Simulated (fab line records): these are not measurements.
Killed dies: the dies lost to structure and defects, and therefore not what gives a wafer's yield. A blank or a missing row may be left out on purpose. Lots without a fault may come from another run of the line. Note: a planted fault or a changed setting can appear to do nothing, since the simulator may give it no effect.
One fault seen from 2 desks    flow sky130    numbers are kept per desk, each desk with only its own; the story behind them comes last

## THE METROLOGY DESK
What the gauges read, lot by lot, whatever tool the lot ran on: means of the sampled wafers that have a number. The brackets show how far a lot's mean lies from the usual mean; more than 4 standard deviations puts the lot out of limits, marked OUT.
Columns: A = SD_N_OVL at SKY_SD_N_OVL_MEAS_08, usual -0.4 nm
lot   first seen here  A
L882  day 29 04:52     1.2
L884  day 29 08:04     -0.4
L883  day 29 09:10     0.2
L889  day 30 10:23     -65.0 (-43) OUT
L893  day 31 08:34     -1.8
L892  day 31 11:07     -67.2 (-45) OUT
L899  day 33 13:34     -1.5
L900  day 34 05:04     -1.4
L903  day 34 18:43     0.2
L904  day 34 22:34     0.1
L905  day 35 08:41     -0.9
This desk reports L889, L892 out of limits; the earliest was L889 at day 30 10:23 (SD_N_OVL at SKY_SD_N_OVL_MEAS_08). L882, L884, L883, L893, L899, L900, L903, L904, L905 stayed within limits.

## TOOL OWNER'S DESK, iline_stepper-02
The tool's own readings at SKY_SD_N_EXPOSE_04 (exposes mask NSDM, target cd 380 nm): means of the sampled wafers that have a number, for each lot that ran on this tool. The brackets show how far a lot's mean lies from the usual mean; more than 4 standard deviations puts the lot out of limits, marked OUT.
Columns: A = stage_vel_mm_s at SKY_SD_N_EXPOSE_04, usual 500.05 mm/s
lot   first seen here  A
L884  day 28 17:52     499.81
L883  day 28 18:52     500.13
L889  day 29 20:37     500.12
L892  day 30 21:35     500.27
This desk's verdict: no lot among the 4 shows anything out of limits.

## PUT TOGETHER
The metrology desk could have raised an alarm at day 30 10:23, on L889, L892.
The tool owner's desk saw nothing out of limits.
On record at the tool owner's desk: L889, L892, within its limits.
Of the lots named, all ran SKY_SD_N_EXPOSE_04 on iline_stepper-02.

## WHAT WAS PUT IN BY THE SIMULATOR
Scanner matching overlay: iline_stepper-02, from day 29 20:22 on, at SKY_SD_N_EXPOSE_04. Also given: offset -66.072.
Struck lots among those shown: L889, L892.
Per desk, hours elapsed from the start of the fault to the first reading out of limits: for the metrology desk, 14.
